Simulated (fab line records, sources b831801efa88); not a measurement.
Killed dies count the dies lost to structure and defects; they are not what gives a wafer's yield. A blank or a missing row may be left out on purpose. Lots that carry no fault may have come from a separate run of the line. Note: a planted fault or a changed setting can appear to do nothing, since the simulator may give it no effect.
fab line records ; flow sky130
record lots=4; wafers=12; lastDay=50
route steps=708 shown DNWELL@41 PWDE@45 NWELL@56 CONTACT@422 PAD_OPEN@708
lots with no fault: from the same line, run without faults
startH: hours from the record's first day to the start of the lot's first wafer shown ; waitH: how many hours have passed since the lot's step before this one ; " the same as in the row above ; L1.1+2: one row covering several wafers at once ; - no value, or no start was given ; * or withheld: withheld ; < > ~ a bound
route shown NAME@n: NAME is a module with steps in the file, n the number in the route of the first one ; usual: average and standard deviation across the fault-free wafers ; same: alike in all rows ; chamber/n: place in a boat ; sites: readings site by site ; _std_site: standard deviation across them ; _edge_site: the outer-site mean with the inner-site mean subtracted ; radiusMm: for every site, how far away it sits from the centre of the wafer ; mask NAME#n: copy n ; behind: the last tool/chamber to shape the wafer ; hold: what put the lot on hold/how long, in hours/how the hold closed ; device: the n, p or np transistor that did not switch ; end of line: the same wafers' tests at the end of the route ; for a step that has no rows: nothing shown but its recipe ; killed: dies that structure and defects cost at the first sort, which is not the same as the wafer's yield ; map: dies across one wafer; x = killed, . = not, _ = none there
set.NAME: the setting that was run; set.NAME@STEP: the one run at that earlier step ; model.NAME: the simulator's own value behind a step, which no gauge read
lots seen at some steps along the route; tables by step, rows by wafer
services: when a tool's chamber went out of use (startH, in hours from the record's first day, below 0 if earlier), for how many hours, and the reason
## steps
# step SKY_DNWELL_DEVELOP_06
# recipe wallAngleDeg=90; developer=TMAH; developTimeS=60; devTempC=23
# step SKY_DNWELL_IMPLANT_07
# recipe species=P; energyKev=withheld; doseCm2=withheld; tiltDeg=withheld
# step SKY_DNWELL_STRIP_08
# recipe chemistry=O2/N2; powerW=1400; pressureMtorr=1500; platenTempC=withheld; o2FlowSccm=3000; n2FlowSccm=300; overashFraction=0.5
# step SKY_PWDE_DEHYDRATE_00
# recipe tempC=200; timeS=60
# step SKY_PWDE_HMDS_01
# recipe primeTimeS=60; primeTempC=120
# step SKY_PWDE_COAT_02
# recipe spinRpm=2000; resistThkNm=3000
# step SKY_PWDE_SOFTBAKE_03
# recipe tempC=110; timeS=withheld
# step SKY_PWDE_EXPOSE_04
# recipe maskId=PWDEM; na=0.6; sourceShape=conventional; sigmaOuter=0.6; polarization=unpolarized; targetCdNm=840; doseMj=214
# step SKY_PWDE_PEB_05
# recipe tempC=115; timeS=withheld
# step SKY_PWDE_DEVELOP_06
# recipe wallAngleDeg=90; developer=TMAH; developTimeS=60; devTempC=23
# step SKY_PWDE_IMPLANT_08
# recipe species=B; energyKev=150; doseCm2=3.6e+12; tiltDeg=withheld
# usual doseIonsCm2=3.601e+12/3.8e+09
lot.wafer;tool;chamber;startH;waitH;doseIonsCm2
L411.1;implanter-02;0;101.18;0.0;3.595e+12
L411.2;implanter-02;0;101.18;0.0;3.599e+12
L411.6;implanter-02;0;101.18;0.0;3.598e+12
L422.3;implanter-03;0;173.33;0.1;3.603e+12
L422.5;implanter-03;0;173.33;0.1;3.603e+12
L422.6;implanter-03;0;173.33;0.1;3.599e+12
L426.2;implanter-02;0;187.64;0.0;3.552e+12
L426.3;implanter-02;0;187.64;0.0;3.55e+12
L426.4;implanter-02;0;187.64;0.0;3.551e+12
L427.3;implanter-02;0;195.36;0.1;3.554e+12
L427.5;implanter-02;0;195.36;0.1;3.554e+12
L427.6;implanter-02;0;195.36;0.1;3.552e+12
# step SKY_PWDE_STRIP_09
# recipe chemistry=O2/N2; powerW=1400; pressureMtorr=1500; platenTempC=withheld; o2FlowSccm=3000; n2FlowSccm=300; overashFraction=0.5
# step SKY_NWELL_DEHYDRATE_03
# recipe tempC=200; timeS=60
# step SKY_NWELL_HMDS_04
# recipe primeTimeS=60; primeTempC=120
# step SKY_NWELL_COAT_05
# recipe spinRpm=2000; resistThkNm=3000
# step SKY_NWELL_SOFTBAKE_06
# recipe tempC=110; timeS=withheld
# step SKY_NWELL_EXPOSE_07
# recipe maskId=NWM; na=0.6; sourceShape=conventional; sigmaOuter=0.6; polarization=unpolarized; targetCdNm=840; doseMj=255
# step SKY_NWELL_PEB_08
# recipe tempC=115; timeS=withheld
# step SKY_NWELL_DEVELOP_09
# recipe wallAngleDeg=90; developer=TMAH; developTimeS=60; devTempC=23
# step SKY_NWELL_IMPLANT_11
# recipe species=P; energyKev=400; doseCm2=1.9e+13; tiltDeg=withheld
# step SKY_NWELL_IMPLANT_12
# recipe species=P; energyKev=120; doseCm2=1.3e+12; tiltDeg=withheld
# step SKY_NWELL_IMPLANT_13
# recipe species=P; energyKev=50; doseCm2=7e+11; tiltDeg=withheld
# step SKY_NWELL_STRIP_14
# recipe chemistry=O2/N2; powerW=1400; pressureMtorr=1500; platenTempC=withheld; o2FlowSccm=3000; n2FlowSccm=300; overashFraction=0.5
# step SKY_NWELL_DEHYDRATE_16
# recipe tempC=200; timeS=60
# step SKY_NWELL_HMDS_17
# recipe primeTimeS=60; primeTempC=120
# step SKY_NWELL_COAT_18
# recipe spinRpm=2000; resistThkNm=3000
# step SKY_NWELL_SOFTBAKE_19
# recipe tempC=110; timeS=withheld
# step SKY_NWELL_EXPOSE_20
# recipe maskId=NWM_COMPLEMENT; na=0.6; sourceShape=conventional; sigmaOuter=0.6; polarization=unpolarized; targetCdNm=840; doseMj=260
# step SKY_NWELL_PEB_21
# recipe tempC=115; timeS=withheld
# step SKY_NWELL_DEVELOP_22
# recipe wallAngleDeg=90; developer=TMAH; developTimeS=60; devTempC=23
# step SKY_NWELL_IMPLANT_24
# recipe species=B; energyKev=140; doseCm2=9.2e+12; tiltDeg=withheld
# step SKY_NWELL_STRIP_25
# recipe chemistry=O2/N2; powerW=1400; pressureMtorr=1500; platenTempC=withheld; o2FlowSccm=3000; n2FlowSccm=300; overashFraction=0.5
# step SKY_NWELL_CLEAN_27
# recipe chemistry=SC1/SC2; mix=1:4:20; tempC=70; timeS=150; dry=n2Spin
# step SKY_NWELL_RTA_28
# recipe tempC=1050; timeS=30; idleTempC=650; rampUpCPerS=150; rampDownCPerS=90; ambient=N2
# step SKY_NWELL_RS_MEAS_31
# recipe thkMeasGauge=four-point-probe
# usual PWDE_RS=5276/17
lot.wafer;tool;chamber;startH;waitH;PWDE_RS[ohm/sq]
L411.1;filmMetro-02;-;138.22;0.1;5302
L411.2;filmMetro-02;-;138.22;0.1;5312
L411.6;filmMetro-02;-;138.22;0.1;5286
L422.3;filmMetro-02;-;217.36;0.1;5294
L422.5;filmMetro-02;-;217.36;0.1;5257
L422.6;filmMetro-02;-;217.36;0.1;5267
L426.2;filmMetro-01;-;233.28;0.1;5298
L426.3;filmMetro-01;-;233.28;0.1;5330
L426.4;filmMetro-01;-;233.28;0.1;5327
L427.3;filmMetro-01;-;239.86;0.1;5340
L427.5;filmMetro-01;-;239.86;0.1;5344
L427.6;filmMetro-01;-;239.86;0.1;5331
# step SKY_CONTACT_ETCH_16
# recipe chemistry=N2/H2; target=BARC; ionEnergyEv=200; sourceW=500; biasW=100; pressureMtorr=30; n2FlowSccm=100; h2FlowSccm=200; stopOn=SiO2; timeS=45.9; targetDepthA=600
# usual drypumpMotorCurrentA=5.6/0.37; oesProductAu=0.855/0.0047; throttleValvePct=13.225/0.0085
lot.wafer;tool;chamber;startH;waitH;drypumpMotorCurrentA;oesProductAu;rfHoursCounterH;throttleValvePct;model.CONTACT.cdNm
L411.1;rieDiel-01;3;784.03;0.0;5.8;0.854;3;13.220;170.5
L411.2;rieDiel-01;2;784.03;0.0;5.9;0.857;10;13.214;170.6
L411.6;rieDiel-01;2;784.03;0.0;5.9;0.865;-;13.208;169.9
L422.3;rieDiel-04;3;876.75;0.0;5.3;0.859;8;13.231;168.7
L422.5;rieDiel-04;0;876.75;0.0;5.3;0.859;-;13.234;168.6
L422.6;rieDiel-04;1;876.75;0.0;5.1;0.851;-;13.226;169.7
L426.2;rieDiel-02;2;894.28;0.0;4.9;0.861;8;13.211;187.7
L426.3;rieDiel-02;3;894.28;0.0;5.7;0.857;15;13.216;186.7
L426.4;rieDiel-02;0;894.28;0.0;5.5;0.855;13;13.225;188.3
L427.3;rieDiel-02;2;900.59;0.0;4.9;0.858;8;13.232;168.5
L427.5;rieDiel-02;0;900.59;0.0;5.5;0.846;-;13.224;167.9
L427.6;rieDiel-02;3;900.59;0.0;5.7;0.849;-;13.221;167.2
# step SKY_CONTACT_ETCH_18
# recipe target=Si3N4; chemistry=CHF3/O2; stopOn=TiN; sourceW=600; biasW=200; pressureMtorr=40; chf3FlowSccm=50; O2_flow_sccm=5; timeS=39; targetDepthA=750
# usual drypumpMotorCurrentA=5.6/0.37; oesProductAu=0.855/0.0076; throttleValvePct=8.793/0.0083
lot.wafer;tool;chamber;startH;waitH;drypumpMotorCurrentA;oesProductAu;rfHoursCounterH;throttleValvePct;model.CONTACT.cdNm
L411.1;rieDiel-01;3;-;-;5.8;0.853;3;8.804;170.5
L411.2;rieDiel-01;2;-;-;5.9;0.849;10;8.801;170.8
L411.6;rieDiel-01;2;-;-;5.9;0.860;-;8.806;170.2
L422.3;rieDiel-04;3;-;-;5.3;0.855;8;8.786;168.6
L422.5;rieDiel-04;0;-;-;5.2;0.866;-;8.790;168.6
L422.6;rieDiel-04;1;-;-;5.2;0.860;-;8.812;169.8
L426.2;rieDiel-02;2;-;-;4.9;0.845;8;8.782;187.9
L426.3;rieDiel-02;3;-;-;5.7;0.855;15;8.803;186.8
L426.4;rieDiel-02;0;-;-;5.5;0.848;13;8.783;188.2
L427.3;rieDiel-02;2;-;-;4.9;0.855;8;8.799;168.6
L427.5;rieDiel-02;0;-;-;5.5;0.870;-;8.806;168.1
L427.6;rieDiel-02;3;-;-;5.7;0.861;-;8.797;167.5
# step SKY_PAD_OPEN_PROBE_99
# usual killed_at_M0_to_M3=45/7; killed_at_M4_up=3.4/1.8; killedAtContacts=24/5.4; killedAtFrontEnd=16/4.8; killedAtOther=0.4/0.62; killedDies=89/10; killedOpen=48/7.2; killedShort=40/6.3
# same grossDies=492; killedAtBackSide=0
lot.wafer;tool;chamber;startH;waitH;killed_at_M0_to_M3;killed_at_M4_up;killedAtContacts;killedAtFrontEnd;killedAtOther;killedDies;killedOpen;killedShort;model.etest.mconChain.rcOhm
L411.1;prober-02;-;1112.88;0.1;66;3;24;13;0;106;63;42;15.96
L411.2;prober-02;-;1112.93;0.1;45;4;18;20;1;88;57;31;16.86
L411.6;prober-02;-;1113.13;0.2;50;2;24;20;1;97;57;39;16.25
L422.3;prober-01;-;1176.87;0.2;42;1;23;19;2;87;47;38;17.24
L422.5;prober-01;-;1176.97;0.2;40;3;21;12;0;76;47;29;16.85
L422.6;prober-01;-;1177.02;0.2;42;3;18;9;0;72;49;23;16.73
L426.2;prober-01;-;1188.14;0.1;45;2;29;20;0;96;52;44;14.79
L426.3;prober-01;-;1188.19;0.2;44;1;19;26;0;90;50;40;15.52
L426.4;prober-01;-;1188.24;0.2;33;2;17;35;0;87;46;41;14.98
L427.3;prober-02;-;1193.96;0.2;44;3;21;17;2;87;42;43;16.58
L427.5;prober-02;-;1194.06;0.2;37;4;20;9;1;71;35;35;17.69
L427.6;prober-02;-;1194.11;0.2;34;3;21;15;0;73;34;39;17.01
# killed by level:class
L411.1 VIA3:geometricParticle:open=15 VIA1:geometricParticle:open=14 CONTACT:geometricParticle:open=12 METAL2:geometricParticle:short=12 VIA2:geometricParticle:open=7 CONTACT:geometricParticle:short=5 LI_CONTACT:geometricParticle:open=4 VIA1:geometricParticle:short=4
L411.2 VIA2:geometricParticle:open=13 VIA1:geometricParticle:open=9 CONTACT:geometricParticle:open=9 VIA3:geometricParticle:open=9 POLY_GATE:geometricParticle:open=6 FIELD_ISO:geometricParticle:open=5 CONTACT:geometricParticle:short=4 VIA2:geometricParticle:short=4
L411.6 VIA1:geometricParticle:open=13 CONTACT:geometricParticle:open=11 VIA2:geometricParticle:open=8 LI_CONTACT:geometricParticle:open=6 METAL1:geometricParticle:short=6 METAL2:geometricParticle:short=6 FIELD_ISO:geometricParticle:short=5 VIA3:geometricParticle:open=5
L422.3 VIA1:geometricParticle:open=10 LI_CONTACT:geometricParticle:open=8 POLY_GATE:geometricParticle:open=7 METAL2:geometricParticle:short=7 METAL1:geometricParticle:short=7 VIA2:geometricParticle:open=6 POLY_GATE:geometricParticle:short=4 CONTACT:geometricParticle:open=4
L422.5 CONTACT:geometricParticle:open=12 VIA1:geometricParticle:open=12 VIA2:geometricParticle:open=7 VIA1:geometricParticle:short=6 METAL1:geometricParticle:short=5 FIELD_ISO:geometricParticle:short=4 LI_CONTACT:geometricParticle:open=4 VIA3:geometricParticle:open=4
L422.6 VIA2:geometricParticle:open=12 VIA1:geometricParticle:open=7 CONTACT:geometricParticle:open=6 LI_CONTACT:geometricParticle:open=6 VIA3:geometricParticle:open=6 VIA1:geometricParticle:short=6 POLY_GATE:geometricParticle:open=3 METAL2:geometricParticle:open=3
L426.2 CONTACT:geometricParticle:open=11 VIA1:geometricParticle:open=11 VIA1:geometricParticle:short=8 VIA2:geometricParticle:open=7 CONTACT:geometricParticle:short=6 FIELD_ISO:geometricParticle:short=5 FIELD_ISO:geometricParticle:open=5 LI_CONTACT:geometricParticle:open=5
L426.3 CONTACT:geometricParticle:open=11 VIA2:geometricParticle:open=10 VIA1:geometricParticle:open=9 FIELD_ISO:geometricParticle:short=8 FIELD_ISO:geometricParticle:open=7 POLY_GATE:geometricParticle:short=6 METAL1:geometricParticle:short=6 METAL2:geometricParticle:short=5
L426.4 FIELD_ISO:geometricParticle:short=12 VIA1:geometricParticle:open=12 CONTACT:geometricParticle:open=8 METAL1:geometricParticle:short=7 POLY_GATE:geometricParticle:short=6 LI_CONTACT:geometricParticle:open=6 FIELD_ISO:geometricParticle:open=5 POLY_GATE:geometricParticle:open=3
L427.3 CONTACT:geometricParticle:open=10 METAL1:geometricParticle:short=7 VIA2:geometricParticle:open=7 METAL2:geometricParticle:short=6 METAL1:geometricParticle:open=5 VIA3:geometricParticle:open=5 POLY_GATE:geometricParticle:open=4 POLY_GATE:geometricParticle:short=4
L427.5 VIA1:geometricParticle:open=9 METAL1:geometricParticle:short=7 LI_CONTACT:geometricParticle:open=6 CONTACT:geometricParticle:open=6 VIA1:geometricParticle:short=6 POLY_GATE:geometricParticle:short=4 CONTACT:geometricParticle:short=4 METAL2:geometricParticle:short=4
L427.6 METAL2:geometricParticle:short=8 LI_CONTACT:geometricParticle:open=6 CONTACT:geometricParticle:open=6 METAL1:geometricParticle:short=6 VIA1:geometricParticle:open=5 LOCAL_INTERCONNECT:geometricParticle:short=4 SPACER:geometricParticle:short=3 FIELD_ISO:geometricParticle:open=3
## services
tool;chamber;startH;hours;kind
rieDiel-02;3;82.65;4.9;repair
implanter-02;-;132.97;3.4;repair
rieDiel-02;0;150.84;17.2;repair
rieDiel-02;3;164.65;8.1;repair
rieDiel-02;2;191.21;18.8;repair
implanter-02;-;198.89;4.9;pm
rieDiel-02;3;262.22;3.9;repair
rieDiel-02;-;311.01;0.2;repair
implanter-02;-;346.42;1.4;repair
implanter-02;-;382.12;5.2;repair
rieDiel-02;0;398.81;5.5;repair
implanter-02;-;400.11;5.4;repair
rieDiel-02;-;480.43;1.3;repair
rieDiel-02;1;544.25;7.3;repair
rieDiel-02;2;575.63;47.2;repair
rieDiel-02;1;635.22;17.4;repair
implanter-02;-;648.66;7.0;repair
rieDiel-02;1;656.21;2.6;repair
rieDiel-02;-;679.48;2.8;pm
rieDiel-02;2;759.69;8.5;repair
rieDiel-02;-;785.65;0.3;repair
rieDiel-02;3;803.67;1.5;repair
rieDiel-02;1;811.93;5.0;repair
rieDiel-02;-;887.63;0.6;repair
## key
firstSign step=SKY_PWDE_IMPLANT_08; reading=doseIonsCm2; direction=down; sigmas=13; usual=*; struck=*
effect step=SKY_NWELL_RS_MEAS_31; reading=PWDE_RS; direction=up; sigmas=3.1; usual=5276; struck=5328
modelEffect step=SKY_CONTACT_ETCH_16; value=CONTACT.cdNm; without=168.9; struck=177.7
modelEffect step=SKY_CONTACT_ETCH_18; value=CONTACT.cdNm; without=169; struck=177.8
modelEffect step=SKY_PAD_OPEN_PROBE_99; value=etest.mconChain.rcOhm; without=16.99; struck=16.1
metAt SKY_PWDE_IMPLANT_08
struckWafers L426.2,L426.3,L426.4,L427.3,L427.5,L427.6
testerLeftOut L426,L427
loopTrim step=SKY_CONTACT_EXPOSE_11; setting=dose; lots=L426
onsetBetween 101.18 187.64
fault kind=processParameterDrift; tool=implanter-02; chamber=-; onsetH=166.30; steps=SKY_PWDE_IMPLANT_08; channel=doseCm2; offset=*; shape=step; endH=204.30; actsIn=*; stated=*
# testerLeftOut: of these lots the tester's yield and bins aren't shown, on N5 and GAA mostly nor the transistor test; their killed dies are dies lost to structure and defects alone, not to doping, threshold or leakage, so they don't give the yield
# loopTrim: a control loop set the setting to another value than it would have without faults
